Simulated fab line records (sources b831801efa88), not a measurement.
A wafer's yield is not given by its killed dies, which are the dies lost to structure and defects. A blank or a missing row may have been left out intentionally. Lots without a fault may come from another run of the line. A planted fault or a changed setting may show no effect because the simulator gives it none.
Check for tools in common :: flow sky130 :: Lots sampled 13, wafers sampled 39

WHAT PROMPTED THE OPENING
At SKY_LDD_LDN_TW_MEAS_13 the reading LDD_LDN_TW is flagged on 2 of 13 lots. No-fault wafers: 1488, standard deviation 8.6.
Rule: a lot gets a flag if all its wafers with a number sit over 4 standard deviations from that mean, or if no wafer of it has a number. The other lots count as sound.

lot: L890
measured: day 23 08:29
on: film metro-03
LDD_LDN_TW, wafer by wafer: 1483 1486 1486
flag: 

lot: L892
measured: day 23 22:26
on: film metro-03
LDD_LDN_TW, wafer by wafer: 1488 1481 1477
flag: 

lot: L894
measured: day 25 02:33
on: film metro-03
LDD_LDN_TW, wafer by wafer: 1482 1484 1479
flag: 

lot: L896
measured: day 25 16:00
on: film metro-03
LDD_LDN_TW, wafer by wafer: 1485 1490 1479
flag: 

lot: L898
measured: day 26 05:51
on: film metro-04
LDD_LDN_TW, wafer by wafer: 1509 1501 1504
flag: 

lot: L899
measured: day 26 14:32
on: film metro-04
LDD_LDN_TW, wafer by wafer: 1505 1506 1497
flag: 

lot: L900
measured: day 26 16:14
on: film metro-04
LDD_LDN_TW, wafer by wafer: 1499 1503 1496
flag: 

lot: L901
measured: day 27 09:37
on: film metro-03
LDD_LDN_TW, wafer by wafer: 1481 1485 1488
flag: 

lot: L903
measured: day 27 20:29
on: film metro-03
LDD_LDN_TW, wafer by wafer: 1484 1485 1488
flag: 

lot: L907
measured: day 29 00:14
on: film metro-04
LDD_LDN_TW, wafer by wafer: 1486 1494 1487
flag: 

lot: L909
measured: day 29 14:15
on: film metro-03
LDD_LDN_TW, wafer by wafer: 1421 1419 1428
flag: FLAGGED

lot: L910
measured: day 30 07:02
on: film metro-04
LDD_LDN_TW, wafer by wafer: 1432 1434 1438
flag: FLAGGED

lot: L913
measured: day 30 16:24
on: film metro-03
LDD_LDN_TW, wafer by wafer: 1474 1483 1486
flag: 
On average the flagged lots' numbers are 1429, which is -59 against the usual, or -7 standard deviations.

LOT BY LOT: THE TOOL USED
The record holds 2 process steps before the reading, out of a route of 708 steps. In each cell: the tool, then ch and the chambers that the sampled wafers went through, then the start.
lot: L890
flag: 
SKY_LDD_LDN_IMPLANT_10: implanter-01 ch 0, day 23 08:05
SKY_LDD_LDN_STRIP_12: plasma asher-02 ch 0,1, day 23 08:22

lot: L892
flag: 
SKY_LDD_LDN_IMPLANT_10: implanter-01 ch 0, day 23 22:02
SKY_LDD_LDN_STRIP_12: plasma asher-04 ch 0,1, day 23 22:20

lot: L894
flag: 
SKY_LDD_LDN_IMPLANT_10: implanter-01 ch 0, day 25 02:10
SKY_LDD_LDN_STRIP_12: plasma asher-02 ch 0,1, day 25 02:26

lot: L896
flag: 
SKY_LDD_LDN_IMPLANT_10: implanter-01 ch 0, day 25 15:37
SKY_LDD_LDN_STRIP_12: plasma asher-04 ch 0,1, day 25 15:53

lot: L898
flag: 
SKY_LDD_LDN_IMPLANT_10: implanter-02 ch 0, day 26 05:27
SKY_LDD_LDN_STRIP_12: plasma asher-04 ch 0,1, day 26 05:45

lot: L899
flag: 
SKY_LDD_LDN_IMPLANT_10: implanter-01 ch 0, day 26 14:08
SKY_LDD_LDN_STRIP_12: plasma asher-02 ch 0,1, day 26 14:26

lot: L900
flag: 
SKY_LDD_LDN_IMPLANT_10: implanter-01 ch 0, day 26 15:50
SKY_LDD_LDN_STRIP_12: plasma asher-02 ch 0,1, day 26 16:08

lot: L901
flag: 
SKY_LDD_LDN_IMPLANT_10: implanter-01 ch 0, day 27 09:14
SKY_LDD_LDN_STRIP_12: plasma asher-04 ch 0,1, day 27 09:31

lot: L903
flag: 
SKY_LDD_LDN_IMPLANT_10: implanter-02 ch 0, day 27 20:07
SKY_LDD_LDN_STRIP_12: plasma asher-04 ch 0,1, day 27 20:24

lot: L907
flag: 
SKY_LDD_LDN_IMPLANT_10: implanter-02 ch 0, day 28 23:50
SKY_LDD_LDN_STRIP_12: plasma asher-03 ch 0,1, day 29 00:07

lot: L909
flag: FLAGGED
SKY_LDD_LDN_IMPLANT_10: implanter-02 ch 0, day 29 13:52
SKY_LDD_LDN_STRIP_12: plasma asher-04 ch 0,1, day 29 14:08

lot: L910
flag: FLAGGED
SKY_LDD_LDN_IMPLANT_10: implanter-02 ch 0, day 30 06:38
SKY_LDD_LDN_STRIP_12: plasma asher-04 ch 0,1, day 30 06:55

lot: L913
flag: 
SKY_LDD_LDN_IMPLANT_10: implanter-01 ch 0, day 30 16:00
SKY_LDD_LDN_STRIP_12: plasma asher-04 ch 0,1, day 30 16:18
What the steps here do:
- SKY_LDD_LDN_IMPLANT_10
- SKY_LDD_LDN_STRIP_12: strips in O2/N2.
- SKY_LDD_LDN_TW_MEAS_13

FLAGGED AGAINST TOTAL, ONE TOOL AT A TIME (gauges that did the reading follow at the end)
step: SKY_LDD_LDN_IMPLANT_10
tool: implanter-01
lots run: 8
flagged: 0
share of the flagged lots: none
sound lots run after its first flagged lot: -

step: SKY_LDD_LDN_IMPLANT_10
tool: implanter-02
lots run: 5
flagged: 2
share of the flagged lots: all
sound lots run after its first flagged lot: 0

step: SKY_LDD_LDN_STRIP_12
tool: plasma asher-02
lots run: 4
flagged: 0
share of the flagged lots: none
sound lots run after its first flagged lot: -

step: SKY_LDD_LDN_STRIP_12
tool: plasma asher-03
lots run: 1
flagged: 0
share of the flagged lots: none
sound lots run after its first flagged lot: -

step: SKY_LDD_LDN_STRIP_12
tool: plasma asher-04
lots run: 8
flagged: 2
share of the flagged lots: all
sound lots run after its first flagged lot: 1 (L913)

step: SKY_LDD_LDN_TW_MEAS_13
tool: film metro-03
lots run: 8
flagged: 1
share of the flagged lots: some
sound lots run after its first flagged lot: 1 (L913)

step: SKY_LDD_LDN_TW_MEAS_13
tool: film metro-04
lots run: 5
flagged: 1
share of the flagged lots: some
sound lots run after its first flagged lot: 0

WHAT THE TABLE ALLOWS
In 2 table rows, all flagged lots were run: implanter-02 (SKY_LDD_LDN_IMPLANT_10), plasma asher-04 (SKY_LDD_LDN_STRIP_12).
- implanter-02 at SKY_LDD_LDN_IMPLANT_10 ran 5 lots, 2 of them flagged. A fault beginning between L907 (day 28 23:50), its last sound lot, and L909 (day 29 13:52), its first flagged one, fits the data. Its own readings lie more than 4 standard deviations out on every wafer of the flagged lots: dose ions cm2, faraday current uA.
- plasma asher-04 at SKY_LDD_LDN_STRIP_12 ran 8 lots, 2 of them flagged. Sound lots followed the first flagged one (L913) on it, something a lasting fault affecting the whole tool could not allow.
One tool is left: implanter-02 at SKY_LDD_LDN_IMPLANT_10.

WHAT HAD BEEN PUT IN BY THE SIMULATOR
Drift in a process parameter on implanter-02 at SKY_LDD_LDN_IMPLANT_10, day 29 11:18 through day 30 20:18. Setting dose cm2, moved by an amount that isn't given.
Shown lots that were struck: L909, L910. This agrees with what the rule above found.
